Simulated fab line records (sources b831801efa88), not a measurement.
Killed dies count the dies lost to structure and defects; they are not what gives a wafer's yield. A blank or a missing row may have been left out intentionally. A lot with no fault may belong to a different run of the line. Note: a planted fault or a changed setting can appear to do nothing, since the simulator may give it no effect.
Shared-tool check + flow sky130 + Lots sampled 14, wafers sampled 42

## WHAT PROMPTED THE OPENING
2 of 14 lots carry a flag on the reading PWDE_TW at SKY_PWDE_TW_MEAS_10. Fault-free wafers read 376, with a standard deviation of 3.3.
Rule: a lot is flagged in two cases, either no wafer of it has a number, or all its wafers with numbers fall more than 4 standard deviations from that mean. As for the other lots, they are considered sound.

| lot  | measured    | on            | PWDE_TW, wafer by wafer | flag    |
|------|-------------|---------------|-------------------------|---------|
| L339 | day 3 23:25 | film metro-04 | 370 372 374             |         |
| L340 | day 4 10:13 | film metro-03 | 374 377 375             |         |
| L341 | day 4 11:19 | film metro-04 | 374 374 372             |         |
| L343 | day 4 20:31 | film metro-02 | 377 376 379             |         |
| L345 | day 5 06:00 | film metro-02 | 382 381 381             |         |
| L346 | day 5 11:40 | film metro-04 | 374 373 372             |         |
| L350 | day 6 10:35 | film metro-02 | 31 31 31                | FLAGGED |
| L351 | day 6 19:26 | film metro-04 | 30 30 30                | FLAGGED |
| L356 | day 7 19:04 | film metro-04 | 375 373 375             |         |
| L357 | day 8 00:59 | film metro-02 | 382 378 381             |         |
| L358 | day 8 10:25 | film metro-02 | 379 376 380             |         |
| L360 | day 8 20:10 | film metro-03 | 374 374 374             |         |
| L361 | day 8 23:54 | film metro-02 | 380 380 380             |         |
| L362 | day 9 04:44 | film metro-02 | 381 381 379             |         |
On average the flagged lots read 30, which is -346 against the usual, or -99 or more standard deviations.

## EACH LOT AND THE TOOL IT RAN ON
2 process steps preceding the reading are held in the record, out of 708 steps in the route. Read each cell as the tool, then ch plus the chambers that the sampled wafers visited, then the start.
| lot  | flag    | SKY_DNWELL_STRIP_08                 | SKY_PWDE_STRIP_09                   |
|------|---------|-------------------------------------|-------------------------------------|
| L339 |         | plasma asher-04 ch 0,1, day 3 07:32 | plasma asher-01 ch 0,1, day 3 23:19 |
| L340 |         | plasma asher-02 ch 0,1, day 3 18:02 | plasma asher-02 ch 0,1, day 4 10:08 |
| L341 |         | plasma asher-04 ch 0,1, day 3 18:22 | plasma asher-02 ch 0,1, day 4 11:13 |
| L343 |         | plasma asher-04 ch 0, day 4 02:58   | plasma asher-02 ch 0,1, day 4 20:25 |
| L345 |         | plasma asher-04 ch 0,1, day 4 12:46 | plasma asher-02 ch 0,1, day 5 05:54 |
| L346 |         | plasma asher-02 ch 0,1, day 4 18:32 | plasma asher-03 ch 0,1, day 5 11:34 |
| L350 | FLAGGED | plasma asher-01 ch 0,1, day 5 16:01 | plasma asher-01 ch 0,1, day 6 10:29 |
| L351 | FLAGGED | plasma asher-04 ch 0,1, day 5 23:50 | plasma asher-03 ch 0,1, day 6 19:20 |
| L356 |         | plasma asher-01 ch 0,1, day 6 23:29 | plasma asher-02 ch 0,1, day 7 18:57 |
| L357 |         | plasma asher-01 ch 0,1, day 7 05:01 | plasma asher-01 ch 0,1, day 8 00:53 |
| L358 |         | plasma asher-01 ch 0,1, day 7 14:19 | plasma asher-01 ch 0,1, day 8 10:19 |
| L360 |         | plasma asher-02 ch 0,1, day 7 23:49 | plasma asher-02 ch 0,1, day 8 20:04 |
| L361 |         | plasma asher-04 ch 0,1, day 8 02:38 | plasma asher-02 ch 0,1, day 8 23:48 |
| L362 |         | plasma asher-02 ch 0,1, day 8 07:26 | plasma asher-03 ch 0,1, day 9 04:38 |
These steps, and what they do:
- SKY_DNWELL_STRIP_08: strips in O2/N2.
- SKY_PWDE_STRIP_09: strips in O2/N2.
- SKY_PWDE_TW_MEAS_10

## FLAGGED OVER TOTAL, TOOL BY TOOL (the gauges that took the reading come last)
| step                | tool            | lots run | flagged | share of the flagged lots | sound lots run after its first flagged lot |
|---------------------|-----------------|----------|---------|---------------------------|--------------------------------------------|
| SKY_DNWELL_STRIP_08 | plasma asher-01 | 4        | 1       | some                      | 3 (L356,L357,L358)                         |
| SKY_DNWELL_STRIP_08 | plasma asher-02 | 4        | 0       | none                      | -                                          |
| SKY_DNWELL_STRIP_08 | plasma asher-04 | 6        | 1       | some                      | 1 (L361)                                   |
| SKY_PWDE_STRIP_09   | plasma asher-01 | 4        | 1       | some                      | 2 (L357,L358)                              |
| SKY_PWDE_STRIP_09   | plasma asher-02 | 7        | 0       | none                      | -                                          |
| SKY_PWDE_STRIP_09   | plasma asher-03 | 3        | 1       | some                      | 1 (L362)                                   |
| SKY_PWDE_TW_MEAS_10 | film metro-02   | 7        | 1       | some                      | 4 (L357,L358,L361,L362)                    |
| SKY_PWDE_TW_MEAS_10 | film metro-03   | 2        | 0       | none                      | -                                          |
| SKY_PWDE_TW_MEAS_10 | film metro-04   | 5        | 1       | some                      | 1 (L356)                                   |

## THE TABLE: WHAT IT ALLOWS
No row of the table ran every flagged lot.

## WHAT WAS PUT IN BY THE SIMULATOR
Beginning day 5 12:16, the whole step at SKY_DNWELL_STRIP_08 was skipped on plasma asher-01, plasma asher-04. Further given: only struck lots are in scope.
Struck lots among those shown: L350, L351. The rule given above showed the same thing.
